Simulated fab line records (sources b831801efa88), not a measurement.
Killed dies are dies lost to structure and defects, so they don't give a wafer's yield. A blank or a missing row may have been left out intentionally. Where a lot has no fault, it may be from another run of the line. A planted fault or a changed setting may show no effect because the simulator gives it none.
A lot that was struck, set against a sound lot / flow sfq_line / 17 out of 325 route steps
Sound: wafers L201.1, L201.5, L201.6. Struck: wafer L197.2. (L197.3, L197.6 of the same lot were not struck and are left out.) The cause comes at the end.
Each step with rows lists, per side, the tool, then ch with its chambers, then its first start. Under that, the readings that differ: sound wafers / struck wafers / difference of the means / sigmas: that difference in standard deviations of wafers without a fault.
alike: a reading whose means differ by less than 2 such deviations, as well as words and numbers matching on both sides. not compared: withheld readings; readings where some wafer has no value; bounds like >300 that might hide an equal value; numbers whose values overlap and for which the record gives no deviation.
Wherever a step has rows on one side only, a row that says differs or no value, or a row with sigmas, the two part there. Numbers that have no deviation but don't overlap get no sigmas and don't part them. A reading missing from all wafers of one side parts the sides only when that side holds two or more wafers.

SFQ_TRILAYER_I7_VIA_STRIP_STRIP_191: strips in O2.
  sound on rie_metal-03 ch 0,1, day 92 01:32; struck on rie_metal-02 ch 0, day 91 14:11
  alike: drypump_motor_current_A, oes_product_au
  not compared: rf_hours_counter_h
then, 8 steps without rows for these wafers: SFQ_TRILAYER_I7_VIA_STRIP_SOLV_CLEAN_192 (cleans in NMP, time 600 s); SFQ_TRILAYER_M8_LITHO_LOR_COAT_197; SFQ_TRILAYER_M8_LITHO_LOR_BAKE_198; SFQ_TRILAYER_M8_LITHO_COAT_193 (resist thk 600 nm); SFQ_TRILAYER_M8_LITHO_SOFTBAKE_199; SFQ_TRILAYER_M8_LITHO_EXPOSE_194 (exposes mask M8, target cd 2000 nm); SFQ_TRILAYER_M8_LITHO_PEB_196 (peb time 60 s); SFQ_TRILAYER_M8_LITHO_DEVELOP_195 (img clear 15 s, time 55 s).
SFQ_M8_OVL_MEAS_948:
  sound: overlay-01 at day 95 01:43; struck: overlay-02 at day 91 17:45
  alike: M8_OVL
then, 2 steps without rows for these wafers: SFQ_TRILAYER_M8_DEP_EVAP_197 (material Ti, target thk 20 nm, time 100 s); SFQ_TRILAYER_M8_DEP_EVAP_198 (material Pt, target thk 50 nm, time 250 s).
SFQ_TRILAYER_M8_DEP_EVAP_196: material Au, target thk 180 nm, time 900 s.
  sound: pvd_sputter-02 at day 95 01:58; struck: pvd_sputter-02 at day 91 18:01
reading=cathode_dc_power_W (W); sound=1999.9 2000.0 2000.5; struck=1999.3; difference=-0.8; sigmas=-2
reading=model.Au_of_TRILAYER_M8_DEP_EVAP_196.thk_nm (nm); sound=178.3 178.3 177.4; struck=185.2; difference=+7.2; sigmas=
SFQ_M8_RS_MEAS_949: measures by four-point-probe.
  sound: film_metro-04 at day 95 02:29; struck: film_metro-01 at day 91 18:33
reading=M8_AU_RS (ohm/sq); sound=0.1548 0.1551 0.1560; struck=0.1492; difference=-0.0061; sigmas=-4
SFQ_M8_THK_MEAS_950: measures by xrf.
  sound: film_metro-04 at day 95 02:37; struck: film_metro-01 at day 91 18:40
reading=M8_AU_THK (nm); sound=179.6 179.7 179.5; struck=186.9; difference=+7.3; sigmas=+3
then, 1 step without rows for these wafers: SFQ_TRILAYER_M8_LIFTOFF_LIFTOFF_197 (chemistry NMP, time 600 s).
SFQ_M8_BOW_MEAS_951:
  sound: film_metro-01 at day 95 02:50; struck: film_metro-02 at day 91 18:54
reading=model.etest.m8.ohm_sq; sound=0.155 0.1551 0.1558; struck=0.1493; difference=-0.0060; sigmas=
  alike: M8_BOW

== WHERE THEY PART ==
Last at SFQ_M8_THK_MEAS_950 as far as this record goes, first at SFQ_TRILAYER_M8_DEP_EVAP_196. Later steps at which nothing parts them and some readings are alike: SFQ_M8_BOW_MEAS_951.

WHY: what had been put in by the simulator
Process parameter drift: pvd_sputter-02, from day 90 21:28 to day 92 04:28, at SFQ_TRILAYER_M8_DEP_EVAP_196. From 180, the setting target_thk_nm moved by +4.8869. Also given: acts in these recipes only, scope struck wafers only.
